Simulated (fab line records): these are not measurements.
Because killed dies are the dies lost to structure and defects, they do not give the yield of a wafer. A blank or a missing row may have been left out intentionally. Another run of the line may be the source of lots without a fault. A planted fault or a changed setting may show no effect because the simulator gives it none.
Which tool is to blame? -- flow gf180mcu -- 21 wafers from 7 lots sampled at 3 of the route's 602 steps

WHAT THE GAUGES SHOWED, per wafer
GF_MVSD_OVL_MEAS_07.
lot,measured,on,MVSD_OVL (nm)
L892,day 4 19:01,overlay-02,0.9 0.7 -0.2
L898,day 6 05:01,overlay-02,0.3 -0.7 -0.8
L902,day 7 00:52,overlay-02,183.6 185.0 183.4
L905,day 7 17:43,overlay-02,-0.9 0.7 -0.4
L907,day 8 06:46,overlay-02,2.7 1.0 1.6
L910,day 8 23:07,overlay-01,-0.6 0.2 1.2
L914,day 10 04:13,overlay-01,0.4 0.9 0.6

EACH LOT AND THE TOOL THAT RAN IT (in order: tool; ch and the chambers of the sampled wafers; start)
lot,GF_DNWELL_STRIP_08,GF_MVSD_EXPOSE_04
L892,"plasma-asher-02 ch 0,1, day 3 03:04","iline-stepper-02 ch 0, day 4 12:04"
L898,"plasma-asher-01 ch 0,1, day 4 09:28","iline-stepper-02 ch 0, day 5 21:38"
L902,"plasma-asher-01 ch 0,1, day 5 03:43","iline-stepper-01 ch 0, day 6 17:40"
L905,"plasma-asher-04 ch 0,1, day 5 20:55","iline-stepper-02 ch 0, day 7 10:31"
L907,"plasma-asher-02 ch 0,1, day 6 07:57","iline-stepper-02 ch 0, day 7 22:48"
L910,"plasma-asher-04 ch 0,1, day 7 00:31","iline-stepper-02 ch 0, day 8 15:08"
L914,"plasma-asher-02 ch 0,1, day 8 02:01","iline-stepper-02 ch 0, day 9 19:51"
- GF_DNWELL_STRIP_08: strips in O2/N2.
- GF_MVSD_EXPOSE_04: exposes mask MVSD, target cd 1000 nm.

THE ANSWER, worked out from the rows above alone
Rule: what is usual is taken from the lots themselves. Put in order of their means at a reading, lots are off if they are a third of the lots or fewer, leave a main group of 4 or more, and stand apart from it by a gap of 3 or more times the standard deviation of the main group's means; of several such gaps the widest counts. A main group is skipped when, at the precision printed for the reading in the tables above, its means are all equal. A lot without any number at a reading at which 4 lots or more have one is off too. Any other lot the step has rows for is counted as sound.
Off: L902, at GF_MVSD_OVL_MEAS_07 (MVSD_OVL). For the main group the mean is 0.4 nm and the standard deviation 0.7.
A tool fits if, at a process step before that reading, it ran every lot that is off, and no sound lot after the first of them. Those tools and the gauges at GF_MVSD_OVL_MEAS_07 are tried in the same way. Can't be told from this: 2 tools fit, plasma-asher-01 at GF_DNWELL_STRIP_08, iline-stepper-01 at GF_MVSD_EXPOSE_04.

WHAT HAD BEEN PUT IN BY THE SIMULATOR
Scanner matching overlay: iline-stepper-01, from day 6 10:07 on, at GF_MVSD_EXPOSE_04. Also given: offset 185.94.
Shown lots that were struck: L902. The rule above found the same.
